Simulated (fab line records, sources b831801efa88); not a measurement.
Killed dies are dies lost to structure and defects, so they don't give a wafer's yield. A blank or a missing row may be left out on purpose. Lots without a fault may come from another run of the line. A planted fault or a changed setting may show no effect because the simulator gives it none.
Which tool did it? | flow gf180mcu | 12 lots, 36 wafers sampled, at 2 steps of a route of 602

WHAT THE GAUGES READ, wafer by wafer
GF_HV_LDD_TW_MEAS_23.
lot  | measured     | on            | HV_LDD_2_TW
L956 | day 10 17:43 | film_metro-02 | 1066 1066 1067
L957 | day 10 21:37 | film_metro-04 | 1062 1061 1060
L958 | day 11 04:22 | film_metro-02 | 1061 1069 1067
L962 | day 12 13:53 | film_metro-02 | 1277 1272 1277
L963 | day 12 20:52 | film_metro-03 | 1263 1271 1268
L970 | day 15 05:40 | film_metro-02 | 1067 1068 1066
L971 | day 15 09:48 | film_metro-04 | 1075 1075 1066
L973 | day 16 03:13 | film_metro-02 | 1069 1070 1067
L974 | day 16 10:40 | film_metro-02 | 1068 1071 1068
L976 | day 17 06:52 | film_metro-02 | 1057 1060 1062
L978 | day 17 16:21 | film_metro-04 | 1068 1070 1074
L979 | day 18 00:23 | film_metro-04 | 1067 1069 1065

WHICH TOOL RAN EACH LOT (tool, then ch and the chambers of the sampled wafers, then the start)
lot  | GF_HV_LDD_IMPLANT_21
L956 | implanter-02 ch 0, day 10 17:28
L957 | implanter-04 ch 0, day 10 21:23
L958 | implanter-02 ch 0, day 11 04:07
L962 | implanter-04 ch 0, day 12 13:41
L963 | implanter-04 ch 0, day 12 20:38
L970 | implanter-02 ch 0, day 15 05:26
L971 | implanter-04 ch 0, day 15 09:33
L973 | implanter-04 ch 0, day 16 02:58
L974 | implanter-04 ch 0, day 16 10:25
L976 | implanter-04 ch 0, day 17 06:38
L978 | implanter-04 ch 0, day 17 16:06
L979 | implanter-02 ch 0, day 18 00:11
- GF_HV_LDD_IMPLANT_21

WHAT THE TOOLS THEMSELVES READ (means of the sampled wafers that have a number; where no wafer has one, the mark that the record gives instead)
GF_HV_LDD_IMPLANT_21.
lot  | tool         | dose_ions_cm2 | faraday_current_uA
L956 | implanter-02 | 4.998e+13     | 286
L957 | implanter-04 | 4.999e+13     | 288
L958 | implanter-02 | 5.001e+13     | 281
L962 | implanter-04 | 8.950e+13     | 500
L963 | implanter-04 | 8.939e+13     | 504
L970 | implanter-02 | 5.006e+13     | 286
L971 | implanter-04 | 4.987e+13     | 284
L973 | implanter-04 | 5.000e+13     | 278
L974 | implanter-04 | 4.998e+13     | 282
L976 | implanter-04 | 5.006e+13     | 286
L978 | implanter-04 | 5.002e+13     | 283
L979 | implanter-02 | 5.005e+13     | 280

THE ANSWER, worked out from the rows above alone
Rule: what is usual is taken from the lots themselves. Put in order of their means at a reading, lots are off if they are a third of the lots or fewer, leave a main group of 4 or more, and stand apart from it by a gap of 3 or more times the standard deviation of the main group's means; of several such gaps the widest counts. A main group whose means are all the same, to the digits that the tables above print for the reading, isn't used. A lot without any number at a reading at which 4 lots or more have one is off too. The other lots that the step has rows for count as sound. The gauges are gone through in route order, then the tools' own readings, and for those a lot's mean is taken as printed above. The first step at which some lot is off is used, and at that step the reading that is off furthest; a lot without a number counts as furthest.
Off: L962, L963, at GF_HV_LDD_TW_MEAS_23 (HV_LDD_2_TW). The main group: mean 1067, standard deviation 3.7.
A tool fits if, at a process step before that reading, it ran every lot that is off, and no sound lot after the first of them. The gauges at GF_HV_LDD_TW_MEAS_23 aren't tried: what is off there is off at GF_HV_LDD_IMPLANT_21 too, on other tools, and a gauge's error can't cause that. None of those tried fits.

WHAT THE SIMULATOR HAD PUT IN
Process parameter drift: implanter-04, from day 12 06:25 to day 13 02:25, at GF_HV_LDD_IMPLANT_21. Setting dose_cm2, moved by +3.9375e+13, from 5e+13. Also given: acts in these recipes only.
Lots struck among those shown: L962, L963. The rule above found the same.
